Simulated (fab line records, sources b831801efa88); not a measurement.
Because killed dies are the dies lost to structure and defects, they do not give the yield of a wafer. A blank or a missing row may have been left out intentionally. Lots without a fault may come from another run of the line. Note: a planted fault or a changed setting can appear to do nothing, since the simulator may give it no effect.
Problem report, 8D (eight disciplines) form, completed by code -- flow sky130 -- the parts of the form that need people (team, actions taken, sign-off) are left out

== 1. WHAT WENT WRONG ==
killed_at_M4_up at SKY_PAD_OPEN_PROBE_99 reads a mean of 43.7 on 3 wafers of 1 lot; wafers without a fault read 3.1 with a standard deviation of 1.9. Measured from the usual mean, that is +21 standard deviations.
Seen first at day 48 17:02 on prober-01, wafer L609.1. The record holds 12 wafers of 4 lots with a number at this step. Rule for "out" (also "out of limits"): further than 4 standard deviations from the usual mean. The other wafers with a number count as sound.

== 2. WHAT IT IS, AND WHAT IT ISN'T ==
question,is,is not
which readings at this step,"killed_at_M4_up, sort_bin_3_pad_short","killedAtFrontEnd, killedAtOther, killedShort"
which lots,L609,"L611, L612, L617"
which wafers of those lots,all that have a number,-
read on which tools,prober-01,prober-02
when,from day 48 17:02,"up to then (0 sound wafers); but 9 sound wafers of L611, L612, L617 came after"

== 3. SUSPECTS, AND WHAT RULES EACH OUT ==
Counting: a tool at any process step up to the reading remains a suspect when it ran all the lots that are out and ran no sound lot after the first of those.
- rieMetal-03 at SKY_METAL5_DESCUM_14 (chemistry O2, time 11 s): kept. It ran the lot that is out, L609 (day 46 23:10), and no sound lot after that.
- wetBench-03 at SKY_METAL5_CLEAN_19 (cleans in O3/DIW): kept. It ran the lot that is out, L609 (day 46 23:58), and no sound lot after that.
- pecvd-02 at SKY_PASSIVATION_CVD_00 (deposits SiO2, target thk 90 nm): ruled out as a lasting fault. Following L609 (day 47 00:04), the first lot on it that is out, the sound lots L611, L612 were run on it.
- prober-01 at SKY_PAD_OPEN_PROBE_99: ruled out as a lasting fault. Following L609 (day 48 17:02), the first lot on it that is out, the sound lots L611 were run on it.
Left after counting: rieMetal-03 at SKY_METAL5_DESCUM_14, wetBench-03 at SKY_METAL5_CLEAN_19.

== 4. THE CAUSE (what the simulator had put in) ==
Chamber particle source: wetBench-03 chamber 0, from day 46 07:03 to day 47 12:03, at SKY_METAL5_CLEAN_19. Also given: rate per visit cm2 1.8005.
Of the 2 suspects that counting leaves, this tool is one.

== 5. THE CHAIN OF EFFECTS, in route order ==
Each row: a reading where the mean over the struck wafers with a number is more than 3 standard deviations away from the usual. Scope: only readings with a usual standard deviation given in the record; hours: median across lots of the time from each lot's start at the first step in this table that gives one to its start at this step; sigmas: change in usual standard deviations.
hours,step,reading,usual,on struck wafers,change,sigmas
0,SKY_PAD_OPEN_PROBE_99,killed_at_M4_up,3.1,43.7,+40.6,+21
0,SKY_PAD_OPEN_PROBE_99,sort_bin_3_pad_short,0.9 %,3.6,+2.7,+6.1
Process steps it contains:
- SKY_PAD_OPEN_PROBE_99

== 6. HOW IT WOULD HAVE BEEN CAUGHT EARLIER ==
In this record the first reading out of limits was taken at day 48 17:02, 58 hours after the fault began at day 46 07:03.
By day 48 17:02, every lot that is out (1) had started SKY_METAL5_CLEAN_19 on wetBench-03. Had the tool been put on hold then, not one of them would have been saved.
